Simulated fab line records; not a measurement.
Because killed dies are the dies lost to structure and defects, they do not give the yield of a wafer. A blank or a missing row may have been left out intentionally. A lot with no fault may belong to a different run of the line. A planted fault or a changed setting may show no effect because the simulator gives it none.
The tool behind it: which one? :: flow sky130 :: Sampling: 14 lots, 42 wafers, 2 of 708 route steps

WHAT THE GAUGES SHOWED, per wafer
Not one reading of a measure or inspect step in the record can be checked against a usual standard deviation.

WHAT TOOL EACH LOT RAN ON (gives the tool, then ch and the chambers of the sampled wafers, and finally the start)
lot: L685
SKY_METAL2_ETCH_18: rie_metal-03 ch 0,1, day 35 19:27
SKY_PAD_OPEN_PROBE_99: -

lot: L683
SKY_METAL2_ETCH_18: rie_metal-04 ch 0,1, day 35 21:07
SKY_PAD_OPEN_PROBE_99: -

lot: L688
SKY_METAL2_ETCH_18: rie_metal-01 ch 0,1, day 36 20:52
SKY_PAD_OPEN_PROBE_99: -

lot: L686
SKY_METAL2_ETCH_18: rie_metal-03 ch 0,1, day 36 21:47
SKY_PAD_OPEN_PROBE_99: -

lot: L687
SKY_METAL2_ETCH_18: rie_metal-04 ch 0,1, day 36 22:58
SKY_PAD_OPEN_PROBE_99: -

lot: L690
SKY_METAL2_ETCH_18: rie_metal-04 ch 0,1, day 38 03:49
SKY_PAD_OPEN_PROBE_99: prober-02, day 48 05:03

lot: L689
SKY_METAL2_ETCH_18: rie_metal-01 ch 0,1, day 38 04:10
SKY_PAD_OPEN_PROBE_99: -

lot: L692
SKY_METAL2_ETCH_18: rie_metal-01 ch 1, day 38 18:29
SKY_PAD_OPEN_PROBE_99: prober-02, day 48 15:58

lot: L693
SKY_METAL2_ETCH_18: rie_metal-04 ch 0, day 39 05:07
SKY_PAD_OPEN_PROBE_99: prober-01, day 48 23:52

lot: L695
SKY_METAL2_ETCH_18: rie_metal-04 ch 0, day 39 05:38
SKY_PAD_OPEN_PROBE_99: prober-01, day 49 01:34

lot: L702
SKY_METAL2_ETCH_18: rie_metal-01 ch 0, day 41 00:44
SKY_PAD_OPEN_PROBE_99: -

lot: L703
SKY_METAL2_ETCH_18: rie_metal-03 ch 0,1, day 41 09:40
SKY_PAD_OPEN_PROBE_99: prober-02, day 50 13:55

lot: L704
SKY_METAL2_ETCH_18: rie_metal-03 ch 0,1, day 41 17:26
SKY_PAD_OPEN_PROBE_99: prober-01, day 50 19:10

lot: L705
SKY_METAL2_ETCH_18: rie_metal-01 ch 0,1, day 42 01:14
SKY_PAD_OPEN_PROBE_99: prober-02, day 50 23:10
- SKY_METAL2_ETCH_18: etches BARC in N2/H2, stops on SiO2, time 45.9 s, target depth 60 nm.
- SKY_PAD_OPEN_PROBE_99

WHAT THE TOOLS THEMSELVES READ (means of the sampled wafers that have a number; where no wafer has one, the mark that the record gives instead)
SKY_METAL2_ETCH_18. Usual: drypump_motor_current_A 5.7 A, standard deviation 0.33; oes_product_au 0.854 a.u., standard deviation 0.0049; throttle_valve_pct 13.225 %, standard deviation 0.0087.
lot: L685
tool: rie_metal-03
drypump_motor_current_A (A): 5.8
oes_product_au (a.u.): 0.855
throttle_valve_pct (%): 13.228
flag: 

lot: L683
tool: rie_metal-04
drypump_motor_current_A (A): 5.8
oes_product_au (a.u.): 0.855
throttle_valve_pct (%): 13.229
flag: 

lot: L688
tool: rie_metal-01
drypump_motor_current_A (A): 5.6
oes_product_au (a.u.): 0.858
throttle_valve_pct (%): 13.227
flag: 

lot: L686
tool: rie_metal-03
drypump_motor_current_A (A): 5.8
oes_product_au (a.u.): 0.855
throttle_valve_pct (%): 13.233
flag: 

lot: L687
tool: rie_metal-04
drypump_motor_current_A (A): 5.8
oes_product_au (a.u.): 0.853
throttle_valve_pct (%): 13.230
flag: 

lot: L690
tool: rie_metal-04
drypump_motor_current_A (A): 5.8
oes_product_au (a.u.): 0.851
throttle_valve_pct (%): 13.228
flag: 

lot: L689
tool: rie_metal-01
drypump_motor_current_A (A): 5.3
oes_product_au (a.u.): 0.852
throttle_valve_pct (%): 13.218
flag: 

lot: L692
tool: rie_metal-01
drypump_motor_current_A (A): 5.0
oes_product_au (a.u.): 0.858
throttle_valve_pct (%): 13.227
flag: 

lot: L693
tool: rie_metal-04
drypump_motor_current_A (A): 5.9
oes_product_au (a.u.): 0.849
throttle_valve_pct (%): 13.231
flag: 

lot: L695
tool: rie_metal-04
drypump_motor_current_A (A): 5.9
oes_product_au (a.u.): 0.855
throttle_valve_pct (%): 13.217
flag: 

lot: L702
tool: rie_metal-01
drypump_motor_current_A (A): 5.9
oes_product_au (a.u.): 0.857
throttle_valve_pct (%): 13.223
flag: 

lot: L703
tool: rie_metal-03
drypump_motor_current_A (A): 5.7
oes_product_au (a.u.): 0.850
throttle_valve_pct (%): 13.230
flag: 

lot: L704
tool: rie_metal-03
drypump_motor_current_A (A): 5.7
oes_product_au (a.u.): 0.853
throttle_valve_pct (%): 13.230
flag: 

lot: L705
tool: rie_metal-01
drypump_motor_current_A (A): 5.3
oes_product_au (a.u.): 0.853
throttle_valve_pct (%): 13.224
flag: 

SKY_PAD_OPEN_PROBE_99. Usual: defect_limited_yield 82.5 %, standard deviation 2; killed_at_M0_to_M3 44, standard deviation 7.7; killed_at_M4_up 3.0, standard deviation 1.9; killed_at_contacts 25, standard deviation 5.6; killed_at_front_end 15, standard deviation 4.6; killed_at_other 0.3, standard deviation 0.47; killed_dies 86, standard deviation 9.9; killed_open 47, standard deviation 7.4; killed_short 39, standard deviation 5.9; sort_bin_3_pad_short 0.8 %, standard deviation 0.37; sort_bin_5_function 10.4 %, standard deviation 1.5; sort_bin_6_memory 6.3 %, standard deviation 1; sort_n_pass 406, standard deviation 9.9; sort_yield_pct 82.5 %, standard deviation 2.
lot: L690
tool: prober-02
defect_limited_yield (%): 85.1
killed_at_M0_to_M3: 37
killed_at_M4_up: 2.7
killed_at_contacts: 23
killed_at_front_end: 10
killed_at_other: 0.0
killed_dies: 74
killed_open: 37
killed_short: 37
sort_bin_3_pad_short (%): 1.0
sort_bin_5_function (%): 8.4
sort_bin_6_memory (%): 5.6
sort_n_pass: 418
sort_yield_pct (%): 85.1
flag: 

lot: L692
tool: prober-02
defect_limited_yield (%): 81.0
killed_at_M0_to_M3: 54
killed_at_M4_up: 3.0
killed_at_contacts: 19
killed_at_front_end: 16
killed_at_other: 0.3
killed_dies: 93
killed_open: 53
killed_short: 41
sort_bin_3_pad_short (%): 0.7
sort_bin_5_function (%): 11.1
sort_bin_6_memory (%): 7.2
sort_n_pass: 399
sort_yield_pct (%): 81.0
flag: 

lot: L693
tool: prober-01
defect_limited_yield (%): 77.8
killed_at_M0_to_M3: 75
killed_at_M4_up: 3.7
killed_at_contacts: 19
killed_at_front_end: 11
killed_at_other: 0.0
killed_dies: 109
killed_open: 36
killed_short: 31
sort_bin_3_pad_short (%): 1.9
sort_bin_5_function (%): 14.0
sort_bin_6_memory (%): 6.3
sort_n_pass: 383
sort_yield_pct (%): 77.8
flag: OFF

lot: L695
tool: prober-01
defect_limited_yield (%): 72.6
killed_at_M0_to_M3: 85
killed_at_M4_up: 2.7
killed_at_contacts: 25
killed_at_front_end: 21
killed_at_other: 0.3
killed_dies: 135
killed_open: 52
killed_short: 37
sort_bin_3_pad_short (%): 2.0
sort_bin_5_function (%): 17.3
sort_bin_6_memory (%): 8.1
sort_n_pass: 357
sort_yield_pct (%): 72.6
flag: OFF

lot: L703
tool: prober-02
defect_limited_yield (%): 84.2
killed_at_M0_to_M3: 36
killed_at_M4_up: 3.3
killed_at_contacts: 24
killed_at_front_end: 13
killed_at_other: 0.7
killed_dies: 78
killed_open: 42
killed_short: 34
sort_bin_3_pad_short (%): 0.5
sort_bin_5_function (%): 9.9
sort_bin_6_memory (%): 5.4
sort_n_pass: 414
sort_yield_pct (%): 84.2
flag: 

lot: L704
tool: prober-01
defect_limited_yield (%): 83.3
killed_at_M0_to_M3: 42
killed_at_M4_up: 3.0
killed_at_contacts: 25
killed_at_front_end: 12
killed_at_other: 0.3
killed_dies: 82
killed_open: 47
killed_short: 35
sort_bin_3_pad_short (%): 0.6
sort_bin_5_function (%): 9.7
sort_bin_6_memory (%): 6.4
sort_n_pass: 410
sort_yield_pct (%): 83.3
flag: 

lot: L705
tool: prober-02
defect_limited_yield (%): 83.4
killed_at_M0_to_M3: 48
killed_at_M4_up: 1.0
killed_at_contacts: 16
killed_at_front_end: 17
killed_at_other: 0.3
killed_dies: 82
killed_open: 44
killed_short: 37
sort_bin_3_pad_short (%): 0.9
sort_bin_5_function (%): 9.7
sort_bin_6_memory (%): 6.0
sort_n_pass: 410
sort_yield_pct (%): 83.4
flag: 

THE ANSWER, worked out from the rows above alone
Rule: lot off if the mean of its wafers having a number is beyond 3 standard deviations from the usual mean. A lot without any number at a reading at which 4 lots or more have one is off too. All remaining lots with rows at the step are treated as sound. The gauges are gone through in route order, then the tools' own readings, and for those a lot's mean is taken as printed above. The first step at which some lot is off is used, and at that step the reading that is off furthest; a lot without a number counts as furthest.
Off at SKY_PAD_OPEN_PROBE_99 (killed_at_M0_to_M3): L693, L695. Neither off nor sound, because the step has no rows for them: L685, L683, L688, L686, L687, L689, L702.
A tool fits if, at that step or a process step before it, it ran every lot that is off, and no sound lot after the first of them. One fits: SKY_METAL2_ETCH_18 on rie_metal-04. A fault onset in the window from L690 (day 38 03:49, its last sound lot) to L693 (day 39 05:07, its first lot off) fits.

WHAT THE SIMULATOR HAD PUT IN
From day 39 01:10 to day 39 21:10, rie_metal-04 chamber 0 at SKY_METAL2_ETCH_18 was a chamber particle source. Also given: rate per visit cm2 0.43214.
Struck lots among those shown: L693, L695. The same result came from the rule above.
